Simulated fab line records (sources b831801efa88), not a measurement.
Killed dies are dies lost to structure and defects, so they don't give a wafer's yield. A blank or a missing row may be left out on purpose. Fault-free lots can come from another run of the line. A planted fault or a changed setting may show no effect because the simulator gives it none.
One fault seen from 2 desks | flow gf180mcu | numbers are kept per desk, each desk with only its own; the story behind them comes last

METROLOGY DESK
Lot by lot, what the gauges showed, no matter which tool ran the lot: averages of those sampled wafers that carry a number. The brackets show how far a lot's mean lies from the usual mean; more than 4 standard deviations puts the lot out of limits, marked OUT.
Columns: A = M1_OVL at GF_M1_OVL_MEAS_15, usual 4 nm; B = V1_CVD_00_THK at GF_V1_THK_MEAS_01, usual 602 nm; C = V1_CVD_02_THK at GF_V1_THK_MEAS_03, usual 846 nm; D = V1_OVL at GF_V1_OVL_MEAS_15, usual 4 nm
lot  | first seen here | A  | B   | C              | D
L638 | day 17 00:34    | -1 | 591 | 855            | 0
L641 | day 18 08:43    | 1  | 598 | 845            | 8
L642 | day 18 22:35    | -3 | 611 | 828            | 15
L644 | day 19 13:53    | 0  | 601 | 835            | -3
L645 | day 19 23:26    | -2 | 604 | 849            | 3
L646 | day 20 10:01    | 3  | 598 | 838            | 2
L649 | day 21 09:32    | 7  | 600 | 837            | 8
L657 | day 24 11:37    | 9  | 605 | 852            | 0
L658 | day 24 12:15    | 3  | 597 | 938 (+7.1) OUT | 4
L659 | day 24 22:24    | 0  | 595 | 944 (+7.5) OUT | 9
L660 | day 25 03:00    | 1  | 601 | 928 (+6.3) OUT | 6
L661 | day 25 15:53    | 5  | 607 | 837            | 4
Finding of this desk: L658, L659, L660 out of limits, first seen on L658 at day 24 13:10 (V1_CVD_02_THK at GF_V1_THK_MEAS_03). L638, L641, L642, L644, L645, L646, L649, L657, L661 stayed within limits.

THE TOOL OWNER'S DESK: pecvd-02
The tool's own readings at GF_V1_CVD_02 (deposits SiO2 from TEOS, target thk 850 nm, time 94.851 s): means of the sampled wafers that have a number, for each lot that ran on this tool. The brackets show how far a lot's mean lies from the usual mean; more than 4 standard deviations puts the lot out of limits, marked OUT.
Columns: A = heater power w at GF_V1_CVD_02, usual 684 W; B = rf fwd power W at GF_V1_CVD_02, usual 596.0 W; C = susceptor temp C at GF_V1_CVD_02, usual 400.02 C
lot  | first seen here | A   | B                       | C
L641 | day 18 09:34    | 733 | 596.0                   | 399.95
L642 | day 18 23:28    | 810 | 595.3                   | 400.12
L646 | day 20 10:52    | 765 | 594.9                   | 399.91
L649 | day 21 10:22    | 745 | 595.5                   | 400.29
L658 | day 24 13:04    | 716 | 833.1 (+99 or more) OUT | 400.20
L659 | day 24 23:14    | 735 | 837.9 (+99 or more) OUT | 399.99
L660 | day 25 03:58    | 724 | 835.6 (+99 or more) OUT | 400.02
This desk's finding: out of limits on L658, L659, L660; first on L658, day 24 13:04 (rf fwd power W at GF_V1_CVD_02). L641, L642, L646, L649 stayed within limits.

PUT TOGETHER
The tool owner's desk had the chance to raise an alarm at day 24 13:04 on L658, L659, L660.
An alarm was possible from the metrology desk at day 24 13:10, on L658, L659, L660.
Every lot named ran GF_V1_CVD_02 on pecvd-02.

WHAT WAS PUT IN BY THE SIMULATOR
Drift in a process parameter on pecvd-02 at GF_V1_CVD_02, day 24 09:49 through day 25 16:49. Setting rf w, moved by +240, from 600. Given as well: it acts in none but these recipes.
Struck lots among those shown: L658, L659, L660.
Delay (hours) between the fault's onset and each desk's first out-of-limits reading: 3 at the tool owner's desk, 3 at the metrology desk.
